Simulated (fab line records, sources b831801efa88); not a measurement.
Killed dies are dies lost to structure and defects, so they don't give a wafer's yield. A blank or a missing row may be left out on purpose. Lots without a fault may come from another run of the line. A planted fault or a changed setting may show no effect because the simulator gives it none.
Which tool did it? | flow sky130 | 24 lots, 72 wafers sampled, at 4 steps of a route of 708

WHAT THE GAUGES READ, wafer by wafer
SKY_VT_ADJUST_PCH_OVL_MEAS_07.
lot  | measured     | on         | VT_ADJUST_PCH_OVL (nm)
L074 | day 10 05:16 | overlay-02 | 2.8 1.3 -0.2
L075 | day 10 13:07 | overlay-02 | 0.2 1.2 1.0
L076 | day 10 23:01 | overlay-02 | 1.9 1.3 1.5
L077 | day 11 05:25 | overlay-02 | -0.5 -0.8 -1.4
L078 | day 11 14:19 | overlay-01 | 2.3 3.0 2.0
L079 | day 11 22:07 | overlay-01 | 0.9 0.7 0.4
L080 | day 12 08:58 | overlay-02 | 2.9 1.1 2.4
L081 | day 12 16:28 | overlay-01 | 2.8 2.5 1.8
L082 | day 13 00:09 | overlay-01 | 0.6 0.7 -0.1
L083 | day 13 05:40 | overlay-02 | 1.8 -0.5 0.6
L084 | day 13 13:15 | overlay-02 | -0.2 0.8 0.4
L085 | day 13 22:19 | overlay-02 | 0.1 -1.0 0.8
L086 | day 14 06:19 | overlay-02 | -0.7 -1.7 -0.9
L087 | day 14 10:34 | overlay-01 | -1.6 -2.2 -0.6
L088 | day 14 17:46 | overlay-01 | -0.9 -0.6 -0.8
L089 | day 15 01:28 | overlay-02 | 0.1 -0.8 -1.0
L090 | day 15 10:01 | overlay-01 | 0.3 1.4 1.6
L091 | day 15 18:37 | overlay-02 | 0.5 -0.4 0.4
L092 | day 16 01:28 | overlay-02 | 1.4 2.2 -0.2
L093 | day 16 12:07 | overlay-02 | -0.5 2.7 2.5
L094 | day 16 21:10 | overlay-02 | -0.2 1.1 -0.2
L095 | day 17 02:00 | overlay-01 | 0.7 0.5 0.6
L096 | day 17 09:01 | overlay-01 | -2.0 -0.8 -2.1
L097 | day 18 04:22 | overlay-02 | 1.1 -1.6 0.6

SKY_PASSIVATION_THK_MEAS_01.
lot  | measured     | on            | PASSIVATION_CVD_00_THK (nm)
L074 | day 43 17:19 | film_metro-02 | 88.3 90.1 89.5
L075 | day 43 23:04 | film_metro-04 | 91.1 91.4 91.8
L076 | day 44 14:01 | film_metro-03 | 89.1 91.3 91.2
L077 | day 44 16:16 | film_metro-04 | 88.3 88.2 91.0
L078 | day 44 22:13 | film_metro-03 | 88.7 88.7 89.7
L079 | day 45 05:24 | film_metro-04 | 90.6 90.7 89.8
L080 | day 45 17:21 | film_metro-04 | 89.0 87.7 90.4
L081 | day 45 23:36 | film_metro-03 | 87.9 88.1 89.8
L082 | day 46 03:57 | film_metro-02 | 89.5 89.9 91.0
L083 | day 46 07:11 | film_metro-02 | 89.7 88.6 89.5
L084 | day 46 14:25 | film_metro-04 | 88.5 89.6 90.7
L085 | day 46 20:48 | film_metro-02 | 90.2 91.8 91.1
L086 | day 47 04:55 | film_metro-03 | 89.1 90.2 91.6
L087 | day 47 05:22 | film_metro-03 | 89.8 90.3 92.6
L088 | day 47 15:05 | film_metro-04 | 87.9 89.6 90.1
L089 | day 47 17:59 | film_metro-03 | 90.1 91.0 90.9
L090 | day 47 22:40 | film_metro-03 | 88.4 91.3 90.6
L091 | day 48 07:48 | film_metro-03 | 88.3 90.8 90.3
L092 | day 48 09:28 | film_metro-03 | 89.6 90.8 91.0
L093 | day 48 18:37 | film_metro-02 | 89.4 89.7 91.6
L094 | day 48 21:30 | film_metro-02 | 89.5 88.6 89.6
L095 | day 49 07:43 | film_metro-04 | 90.8 91.2 91.5
L096 | day 49 10:04 | film_metro-02 | 87.2 88.0 87.4
L097 | day 49 13:56 | film_metro-04 | 89.1 89.0 90.0

WHICH TOOL RAN EACH LOT (tool, then ch and the chambers of the sampled wafers, then the start)
lot  | SKY_METAL1_SPUTTER_01        | SKY_METAL4_SPUTTER_04
L074 | pvd_sputter-04, day 31 10:31 | pvd_sputter-01, day 39 11:38
L075 | pvd_sputter-04, day 31 18:52 | pvd_sputter-03, day 39 20:32
L076 | pvd_sputter-03, day 32 12:53 | pvd_sputter-03, day 40 12:54
L077 | pvd_sputter-04, day 32 13:57 | pvd_sputter-01, day 40 13:58
L078 | pvd_sputter-02, day 32 23:07 | pvd_sputter-03, day 40 21:50
L079 | pvd_sputter-03, day 33 10:49 | pvd_sputter-01, day 41 06:38
L080 | pvd_sputter-02, day 33 20:35 | pvd_sputter-02, day 41 17:44
L081 | pvd_sputter-03, day 34 03:59 | pvd_sputter-03, day 42 00:20
L082 | pvd_sputter-02, day 34 10:42 | pvd_sputter-01, day 42 05:38
L083 | pvd_sputter-02, day 34 13:53 | pvd_sputter-01, day 42 09:59
L084 | pvd_sputter-04, day 35 00:49 | pvd_sputter-01, day 42 19:20
L085 | pvd_sputter-03, day 35 10:24 | pvd_sputter-01, day 43 02:11
L086 | pvd_sputter-04, day 35 19:06 | pvd_sputter-02, day 43 11:16
L087 | pvd_sputter-02, day 35 19:59 | pvd_sputter-02, day 43 11:58
L088 | pvd_sputter-02, day 36 10:04 | pvd_sputter-01, day 43 22:30
L089 | pvd_sputter-03, day 36 13:12 | pvd_sputter-02, day 44 02:07
L090 | pvd_sputter-04, day 36 16:37 | pvd_sputter-03, day 44 06:39
L091 | pvd_sputter-04, day 37 04:39 | pvd_sputter-01, day 44 16:26
L092 | pvd_sputter-03, day 37 10:31 | pvd_sputter-01, day 44 19:29
L093 | pvd_sputter-03, day 37 19:25 | pvd_sputter-02, day 45 05:19
L094 | pvd_sputter-04, day 37 23:44 | pvd_sputter-03, day 45 09:32
L095 | pvd_sputter-02, day 38 16:54 | pvd_sputter-01, day 45 21:32
L096 | pvd_sputter-03, day 38 20:31 | pvd_sputter-01, day 46 00:38
L097 | pvd_sputter-03, day 39 03:45 | pvd_sputter-02, day 46 05:47
- SKY_METAL1_SPUTTER_01: material TiN, target thk 20 nm, time 16.7 s.
- SKY_METAL4_SPUTTER_04: material TiN, target thk 70 nm, time 58.3 s.

WHAT THE TOOLS THEMSELVES READ (means of the sampled wafers that have a number; where no wafer has one, the mark that the record gives instead)
SKY_METAL1_SPUTTER_01.
lot  | tool           | chamber_pressure_pa (Pa) | throttle_valve_pct (%)
L074 | pvd_sputter-04 | 0.3997                   | 30.0
L075 | pvd_sputter-04 | 0.4011                   | 29.2
L076 | pvd_sputter-03 | 0.4007                   | 29.3
L077 | pvd_sputter-04 | 0.4001                   | 29.2
L078 | pvd_sputter-02 | 0.4003                   | 30.0
L079 | pvd_sputter-03 | 0.3994                   | 29.5
L080 | pvd_sputter-02 | 0.4003                   | 30.4
L081 | pvd_sputter-03 | 0.4006                   | 30.0
L082 | pvd_sputter-02 | 0.3999                   | 29.7
L083 | pvd_sputter-02 | 0.4007                   | 30.6
L084 | pvd_sputter-04 | 0.3998                   | 29.6
L085 | pvd_sputter-03 | 0.3998                   | 29.2
L086 | pvd_sputter-04 | 0.4001                   | 30.1
L087 | pvd_sputter-02 | 0.4002                   | 30.6
L088 | pvd_sputter-02 | 0.4003                   | 29.7
L089 | pvd_sputter-03 | 0.4007                   | 30.0
L090 | pvd_sputter-04 | 0.4001                   | 29.2
L091 | pvd_sputter-04 | 0.4004                   | 29.4
L092 | pvd_sputter-03 | 0.4003                   | 29.3
L093 | pvd_sputter-03 | 0.3997                   | 29.5
L094 | pvd_sputter-04 | 0.3997                   | 30.2
L095 | pvd_sputter-02 | 0.3993                   | 29.3
L096 | pvd_sputter-03 | 0.3995                   | 29.3
L097 | pvd_sputter-03 | 0.4003                   | 29.6

SKY_METAL4_SPUTTER_04.
lot  | tool           | chamber_pressure_pa (Pa) | throttle_valve_pct (%)
L074 | pvd_sputter-01 | 0.4004                   | 30.6
L075 | pvd_sputter-03 | 0.3999                   | 29.6
L076 | pvd_sputter-03 | 0.3997                   | 29.4
L077 | pvd_sputter-01 | 0.3999                   | 29.2
L078 | pvd_sputter-03 | 0.3999                   | 29.3
L079 | pvd_sputter-01 | 0.3990                   | 29.2
L080 | pvd_sputter-02 | 0.4000                   | 29.9
L081 | pvd_sputter-03 | 0.4000                   | 29.9
L082 | pvd_sputter-01 | 0.3993                   | 28.1
L083 | pvd_sputter-01 | 0.4001                   | 29.1
L084 | pvd_sputter-01 | 0.3998                   | 29.9
L085 | pvd_sputter-01 | 0.4005                   | 30.3
L086 | pvd_sputter-02 | 0.4002                   | 29.5
L087 | pvd_sputter-02 | 0.4008                   | 30.4
L088 | pvd_sputter-01 | 0.4003                   | 29.9
L089 | pvd_sputter-02 | 0.3997                   | 30.7
L090 | pvd_sputter-03 | 0.4001                   | 30.3
L091 | pvd_sputter-01 | 0.3994                   | 29.3
L092 | pvd_sputter-01 | 0.3998                   | 28.7
L093 | pvd_sputter-02 | 0.3993                   | 29.5
L094 | pvd_sputter-03 | 0.3999                   | 29.9
L095 | pvd_sputter-01 | 0.3999                   | 28.7
L096 | pvd_sputter-01 | 0.4003                   | 29.4
L097 | pvd_sputter-02 | 0.4003                   | 30.5

THE ANSWER, worked out from the rows above alone
Rule: what is usual is taken from the lots themselves. Put in order of their means at a reading, lots are off if they are a third of the lots or fewer, leave a main group of 4 or more, and stand apart from it by a gap of 3 or more times the standard deviation of the main group's means; of several such gaps the widest counts. A main group whose means are all the same, to the digits that the tables above print for the reading, isn't used. A lot without any number at a reading at which 4 lots or more have one is off too. The other lots that the step has rows for count as sound. The gauges are gone through in route order, then the tools' own readings, and for those a lot's mean is taken as printed above. The first step at which some lot is off is used, and at that step the reading that is off furthest; a lot without a number counts as furthest.
No lot is off at any reading shown: from this, nothing can be told.

WHAT THE SIMULATOR HAD PUT IN
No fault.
